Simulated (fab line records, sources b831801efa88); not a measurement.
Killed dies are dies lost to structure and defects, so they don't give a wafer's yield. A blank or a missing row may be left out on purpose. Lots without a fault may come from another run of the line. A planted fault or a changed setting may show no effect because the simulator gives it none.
A struck lot beside a sound one | flow sky130 | 15 steps out of a route of 708
Sound: wafers L939.3, L939.4, L939.6. Struck: wafers L953.1, L953.5, L953.6. The cause comes at the end.
At each step with rows: each side's tool, then ch and its chambers, then its first start. Under that, the readings that differ: sound wafers | struck wafers | difference of the means | sigmas: that difference in standard deviations of wafers without a fault.
alike: readings whose means differ by less than 2 such deviations, and words and numbers that are the same on both sides. not compared: withheld readings, readings that some wafer has no value for, bounds like >300 that may hide the same value, and numbers for which the record gives no deviation and whose values overlap.
The two part at a step that has a row with sigmas, a row that says differs or no value, or rows on one side only. Numbers that don't overlap but have no deviation are shown without sigmas and don't part them. A reading that every wafer of one side lacks parts them only if that side has two wafers or more.

first, 9 steps without rows for these wafers: SKY_CAP2M_CLEAN_17 (cleans in O3/DIW); SKY_METAL4_DEHYDRATE_05 (time 60 s); SKY_METAL4_HMDS_06 (prime time 60 s); SKY_METAL4_COAT_07 (resist thk 60 nm); SKY_METAL4_COAT_08 (resist thk 1140 nm); SKY_METAL4_SOFTBAKE_09 (time 90 s); SKY_METAL4_EXPOSE_10 (exposes mask MM4, target cd 300 nm); SKY_METAL4_PEB_11; SKY_METAL4_DEVELOP_12 (develop time 60 s).
SKY_METAL4_CD_MEAS_13: target cd 300 nm.
  sound on cd_sem-02, day 41 21:33; struck on cd_sem-01, day 45 20:46
  alike: cd_nm
SKY_METAL4_OVL_MEAS_14:
  sound on overlay-02, day 41 21:39; struck on overlay-01, day 45 20:53
  alike: METAL4_OVL
SKY_METAL4_DESCUM_15: chemistry O2, time 8 s.
  sound on rie_metal-04 ch 1, day 41 21:41; struck on rie_metal-04 ch 0,1, day 45 20:55
  alike: drypump_motor_current_A, oes_product_au
  not compared: rf_hours_counter_h
SKY_METAL4_ETCH_16: etches BARC in N2/H2, stops on SiO2, time 88.2 s, target depth 60 nm.
  sound on rie_metal-04 ch 1, day 41 21:48; struck on rie_metal-04 ch 0,1, day 45 20:58
  reading                                       | sound             | struck            | difference | sigmas
  rf_fwd_power_W (W)                            | 496.2 495.8 496.8 | 576.7 575.4 578.8 | +80.7      | +47
  model.KrF-thick_of_METAL4_COAT_08.thk_nm (nm) | 1081 1079 1077    | 1069 1067 1074    | -9         |
  model.SiO2_of_CAP2M_CVD_00.thk_nm (nm)        | 15.14 15.48 15.4  | 14.93 14.61 15.05 | -0.48      |
  alike: drypump_motor_current_A, oes_product_au, throttle_valve_pct
  not compared: rf_hours_counter_h
SKY_METAL4_ETCH_17: etches SiO2 in C4F8/O2/Ar, stops on TiN, time 3.9 s, target depth 15 nm.
  sound on rie_diel-04 ch 0,1, day 41 21:56; struck on rie_diel-02 ch 0,3, day 45 21:06
  alike: oes_product_au, rf_fwd_power_W
  not compared: rf_hours_counter_h
-- the record jumps here: 4 days lie between the struck wafers' starts before and after (it left off in module METAL4 and takes up again in module PAD_OPEN, whose first step shown is number 708 of the route) --
SKY_PAD_OPEN_PROBE_99:
  sound on prober-02, day 45 21:49; struck on prober-01, day 49 09:15
  reading                  | sound       | struck      | difference | sigmas
  sort_bin_3_pad_short (%) | 0.6 0.6 0.4 | 1.6 1.2 2.0 | +1.1       | +3
  alike: defect_limited_yield, killed_at_M0_to_M3, killed_at_M4_up, killed_at_contacts, killed_at_front_end, killed_at_other, killed_dies, killed_on_rim, killed_open, killed_short, sort_bin_5_function, sort_bin_6_memory, sort_n_pass, sort_yield_pct

WHERE THEY PART
First at SKY_METAL4_ETCH_16; last, within this record, at SKY_PAD_OPEN_PROBE_99.

WHY: what the simulator had put in
Process parameter drift: rie_metal-04, from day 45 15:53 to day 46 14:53, at SKY_METAL4_ETCH_16. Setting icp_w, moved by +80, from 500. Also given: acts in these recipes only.
